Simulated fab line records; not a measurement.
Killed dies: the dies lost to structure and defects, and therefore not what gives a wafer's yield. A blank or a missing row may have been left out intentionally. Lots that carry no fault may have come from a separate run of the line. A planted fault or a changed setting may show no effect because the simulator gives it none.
Which tool was responsible?	flow sky130	36 wafers from 12 lots sampled at 2 of the route's 708 steps

WHAT THE GAUGES READ, wafer by wafer
SKY_SD_N_TW_MEAS_12.
lot	measured	on	SD_N_TW
L417	day 28 03:08	film metro-03	3969 3992 3963
L419	day 28 17:50	film metro-02	3965 4000 3969
L420	day 29 05:34	film metro-02	3966 3966 3970
L422	day 29 17:36	film metro-02	3950 3965 3959
L423	day 30 01:50	film metro-03	4008 3997 3999
L424	day 30 10:26	film metro-02	4005 4004 3992
L426	day 31 04:50	film metro-03	4026 3998 3979
L427	day 31 10:17	film metro-02	4004 4003 3986
L432	day 33 02:28	film metro-04	4033 4022 4035
L433	day 33 08:14	film metro-04	4017 3998 4020
L437	day 34 14:11	film metro-04	4021 4007 3999
L440	day 35 18:00	film metro-03	3963 3977 3970

SKY_LI_CONTACT_BOW_MEAS_03.
lot	measured	on	LI_CONTACT_BOW (um)
L417	day 28 04:19	film metro-02	55 60 69
L419	day 28 18:57	film metro-02	55 61 61
L420	day 29 06:42	film metro-04	60 61 62
L422	day 29 18:44	film metro-02	53 60 54
L423	day 30 02:57	film metro-03	55 43 50
L424	day 30 11:34	film metro-03	49 51 57
L426	day 31 05:59	film metro-03	51 53 39
L427	day 31 11:24	film metro-02	62 58 55
L432	day 33 03:37	film metro-04	56 55 56
L433	day 33 09:22	film metro-04	46 50 44
L437	day 34 15:19	film metro-02	62 46 57
L440	day 35 19:08	film metro-03	69 64 54

WHAT TOOL EACH LOT RAN ON (gives the tool, then ch and the chambers of the sampled wafers, and finally the start)
Before these readings, the record contains no process step.

AS READ BY THE TOOLS THEMSELVES (means over the sampled wafers that have a number; for cases with no such wafer, the mark the record gives instead)
The record holds no such reading with a usual standard deviation.

THE ANSWER, worked out from the rows above alone
Rule: the usual values come from the lots themselves. Put in order of their means at a reading, lots are off if they are a third of the lots or fewer, leave a main group of 4 or more, and stand apart from it by a gap of 3 or more times the standard deviation of the main group's means; of several such gaps the widest counts. A main group whose means are all the same, to the digits that the tables above print for the reading, isn't used. A lot without any number at a reading at which 4 lots or more have one is off too. Any other lot the step has rows for is counted as sound. Order of review: gauges by route order, followed by the tools' own readings, for which a lot's mean as printed above is used. At the first step where some lot is off, the reading lying furthest off is the one used; lots without a number count as furthest.
None of the lots is off at any reading shown; this tells nothing.

WHAT THE SIMULATOR PUT IN
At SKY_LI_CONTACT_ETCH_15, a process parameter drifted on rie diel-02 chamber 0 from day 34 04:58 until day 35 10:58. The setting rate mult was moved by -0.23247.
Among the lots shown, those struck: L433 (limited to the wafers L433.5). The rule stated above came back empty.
